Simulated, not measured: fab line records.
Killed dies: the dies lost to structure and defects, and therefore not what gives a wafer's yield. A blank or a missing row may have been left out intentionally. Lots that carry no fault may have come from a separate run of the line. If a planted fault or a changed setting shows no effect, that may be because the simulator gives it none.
Commonality check across tools ; flow gf180mcu ; Sample size 10 lots and 30 wafers

## WHY IT WAS OPENED
GF_MIM_RS_MEAS_10, reading MIM_ALCU_RS: flagged on 2 of 10 lots. Wafers without a fault read 0.1607 ohm/sq, standard deviation 0.0023.
Rule: a lot is flagged when every wafer of it that has a number lies more than 4 standard deviations from that mean, or none has a number. All remaining lots are regarded as sound.

lot;measured;on;MIM_ALCU_RS (ohm/sq), wafer by wafer;flag
L813;day 24 06:58;film_metro-01;0.1608 0.1584 0.1608;
L816;day 25 10:12;film_metro-03;0.1631 0.1654 0.1657;
L817;day 25 22:45;film_metro-04;0.1628 0.1637 0.1641;
L824;day 28 05:48;film_metro-03;0.1755 0.1767 0.1759;FLAGGED
L825;day 28 11:58;film_metro-03;0.1787 0.1768 0.1771;FLAGGED
L826;day 28 18:59;film_metro-01;0.1611 0.1609 0.1618;
L827;day 29 04:21;film_metro-01;0.1591 0.1609 0.1600;
L832;day 30 08:27;film_metro-01;0.1584 0.1588 0.1594;
L834;day 30 23:03;film_metro-01;0.1636 0.1594 0.1631;
L836;day 31 11:58;film_metro-01;0.1601 0.1599 0.1600;
Average over the flagged lots: 0.1768 ohm/sq; offset from the usual +0.0161 ohm/sq, equal to +7 standard deviations.

## EACH LOT AND THE TOOL IT RAN ON
The record holds 2 process steps before the reading, out of a route of 602 steps. Each cell gives the tool, then ch followed by the chambers the sampled wafers passed through, then the start.
lot;flag;GF_MIM_SPUTTER_04;GF_MIM_SPUTTER_08
L813;;pvd_sputter-04, day 24 06:41;pvd_sputter-03, day 24 06:51
L816;;pvd_sputter-01, day 25 09:55;pvd_sputter-04, day 25 10:06
L817;;pvd_sputter-01, day 25 22:31;pvd_sputter-04, day 25 22:41
L824;FLAGGED;pvd_sputter-03, day 28 05:32;pvd_sputter-04, day 28 05:43
L825;FLAGGED;pvd_sputter-03, day 28 11:44;pvd_sputter-04, day 28 11:55
L826;;pvd_sputter-04, day 28 18:45;pvd_sputter-01, day 28 18:55
L827;;pvd_sputter-04, day 29 04:06;pvd_sputter-03, day 29 04:16
L832;;pvd_sputter-03, day 30 08:10;pvd_sputter-01, day 30 08:21
L834;;pvd_sputter-04, day 30 22:49;pvd_sputter-03, day 30 22:59
L836;;pvd_sputter-01, day 31 11:44;pvd_sputter-03, day 31 11:55
What the steps here do:
- GF_MIM_SPUTTER_04: material TiN, target thk 50 nm, time 41.7 s.
- GF_MIM_SPUTTER_08: material AlCu, target thk 200 nm, time 10.6 s.
- GF_MIM_RS_MEAS_10: measures by four-point-probe.

## FLAGGED AGAINST TOTAL, ONE TOOL AT A TIME (gauges that did the reading follow at the end)
step;tool;lots run;flagged;share of the flagged lots;sound lots run after its first flagged lot
GF_MIM_SPUTTER_04;pvd_sputter-01;3;0;none;-
GF_MIM_SPUTTER_04;pvd_sputter-03;3;2;all;1 (L832)
GF_MIM_SPUTTER_04;pvd_sputter-04;4;0;none;-
GF_MIM_SPUTTER_08;pvd_sputter-01;2;0;none;-
GF_MIM_SPUTTER_08;pvd_sputter-03;4;0;none;-
GF_MIM_SPUTTER_08;pvd_sputter-04;4;2;all;0
GF_MIM_RS_MEAS_10;film_metro-01;6;0;none;-
GF_MIM_RS_MEAS_10;film_metro-03;3;2;all;0
GF_MIM_RS_MEAS_10;film_metro-04;1;0;none;-

## THE TABLE: WHAT IT ALLOWS
Every flagged lot was run by 3 rows of the table: pvd_sputter-03 at GF_MIM_SPUTTER_04, pvd_sputter-04 at GF_MIM_SPUTTER_08 and film_metro-03 at GF_MIM_RS_MEAS_10.
- pvd_sputter-03 at GF_MIM_SPUTTER_04: 2 of its 3 lots flagged. Lots that were sound ran on it after the first flagged one (L832); a persistent fault on the entire tool would not allow that.
- pvd_sputter-04 at GF_MIM_SPUTTER_08: 2 of its 4 lots flagged. A fault beginning between L817 (day 25 22:41), its last sound lot, and L824 (day 28 05:43), its first flagged one, fits the data. Its own readings lie more than 4 standard deviations out on every wafer of the flagged lots: chamber_pressure_pa, throttle_valve_pct.
- film_metro-03 at GF_MIM_RS_MEAS_10: 2 of its 3 lots flagged. A fault beginning between L816 (day 25 10:12), its last sound lot, and L824 (day 28 05:48), its first flagged one, fits the data.
Counting lots can't tell these 2 tools apart, because each fits a fault that began at some hour. More lots, or a look at what each step does to the wafer, might.

## WHAT THE SIMULATOR HAD PUT IN
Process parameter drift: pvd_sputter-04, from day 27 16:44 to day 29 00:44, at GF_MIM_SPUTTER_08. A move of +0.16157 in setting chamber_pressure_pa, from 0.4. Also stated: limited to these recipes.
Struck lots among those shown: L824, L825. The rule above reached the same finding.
